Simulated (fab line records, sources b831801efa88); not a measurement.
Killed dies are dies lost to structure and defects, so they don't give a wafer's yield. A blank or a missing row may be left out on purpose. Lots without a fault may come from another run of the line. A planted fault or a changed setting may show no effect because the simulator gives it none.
A struck lot beside a sound one | flow gf180mcu | 17 steps out of a route of 602
Sound: wafers L988.1, L988.3, L988.6. Struck: wafers L996.2, L996.4, L996.5. The cause comes at the end.
At each step with rows: each side's tool, then ch and its chambers, then its first start. Under that, the readings that differ: sound wafers | struck wafers | difference of the means | sigmas: that difference in standard deviations of wafers without a fault.
alike: readings whose means differ by less than 2 such deviations, and words and numbers that are the same on both sides. not compared: withheld readings, readings that some wafer has no value for, bounds like >300 that may hide the same value, and numbers for which the record gives no deviation and whose values overlap.
The two part at a step that has a row with sigmas, a row that says differs or no value, or rows on one side only. Numbers that don't overlap but have no deviation are shown without sigmas and don't part them. A reading that every wafer of one side lacks parts them only if that side has two wafers or more.

first, 1 step without rows for these wafers: GF_HV_LDD_CLEAN_51 (cleans in SC1/SC2, time 150 s).
GF_HV_LDD_RTA_52: time 10 s.
  sound on rtp_anneal-01 ch 0, day 14 16:39; struck on rtp_anneal-02 ch 0, day 17 10:25
  reading            | sound          | struck         | difference | sigmas
  lamp_power_pct (%) | 36.1 36.0 36.0 | 30.2 30.1 30.1 | -5.9       | -2
  alike: chamber_o2_ppm, wafer_temp_C_max
GF_HV_LDD_RS_MEAS_53: measures by four-point-probe.
  sound on film_metro-02, day 14 16:43; struck on film_metro-03, day 17 10:29
  alike: HV_LDD_RS
then, 1 step without rows for these wafers: GF_HV_LDD_CVD_54 (deposits SiO2 from TEOS, target thk 10 nm, time 75 s).
GF_HV_LDD_THK_MEAS_55:
  sound on film_metro-03, day 14 17:52; struck on film_metro-04, day 17 12:07
  reading                | sound             | struck         | difference | sigmas
  HV_LDD_CVD_54_THK (nm) | 10.11 10.21 10.13 | 9.91 9.85 9.92 | -0.26      | -2
then, 1 step without rows for these wafers: GF_HV_LDD_CVD_56 (deposits Si3N4 from DCS/NH3, target thk 90 nm, time 1543 s).
GF_HV_LDD_THK_MEAS_57:
  sound on film_metro-04, day 14 20:04; struck on film_metro-04, day 17 15:32
  alike: HV_LDD_CVD_56_THK
GF_HV_LDD_ETCHBACK_58: etches Si3N4 in CH3F/O2, stops on SiO2, time 100 s, target depth 90 nm.
  sound on rie_diel-01 ch 0,1, day 14 20:07; struck on rie_diel-02 ch 1,2, day 17 15:35
  alike: drypump_motor_current_A, oes_product_au, throttle_valve_pct
  not compared: rf_hours_counter_h
then, 4 steps without rows for these wafers: GF_NSD_DEHYDRATE_00 (time 60 s); GF_NSD_HMDS_01 (prime time 60 s); GF_NSD_COAT_02 (resist thk 1000 nm); GF_NSD_SOFTBAKE_03 (time 60 s).
GF_NSD_EXPOSE_04: exposes mask Nplus, target cd 400 nm.
  sound on iline_stepper-01 ch 0, day 15 07:07; struck on iline_stepper-01 ch 0, day 18 03:20
  reading              | sound                | struck               | difference | sigmas
  exposure_dose_mJ_cm2 | 139.76 139.76 139.90 | 119.22 118.89 119.06 | -20.75     | -99 or more
  alike: mask
then, 2 steps without rows for these wafers: GF_NSD_PEB_05; GF_NSD_DEVELOP_06 (develop time 60 s).
GF_NSD_CD_MEAS_07: target cd 400 nm.
  sound on cd_sem-02, day 15 17:58; struck on cd_sem-02, day 18 15:30
  reading    | sound             | struck            | difference | sigmas
  cd_nm (nm) | 395.3 394.4 395.3 | 351.3 350.6 350.4 | -44.2      | -18
  not compared: hold
GF_NSD_OVL_MEAS_08:
  sound on overlay-01, day 15 18:05; struck on overlay-02, day 18 19:28
  reading | sound | struck                                                                     | difference                   | sigmas
  hold    | - - - | await_dispo/3.9h/release await_dispo/3.9h/release await_dispo/3.9h/release | no value on the sound wafers |
  alike: NSD_OVL

WHERE THEY PART
First at GF_HV_LDD_RTA_52; last, within this record, at GF_NSD_OVL_MEAS_08.

WHY: what the simulator had put in
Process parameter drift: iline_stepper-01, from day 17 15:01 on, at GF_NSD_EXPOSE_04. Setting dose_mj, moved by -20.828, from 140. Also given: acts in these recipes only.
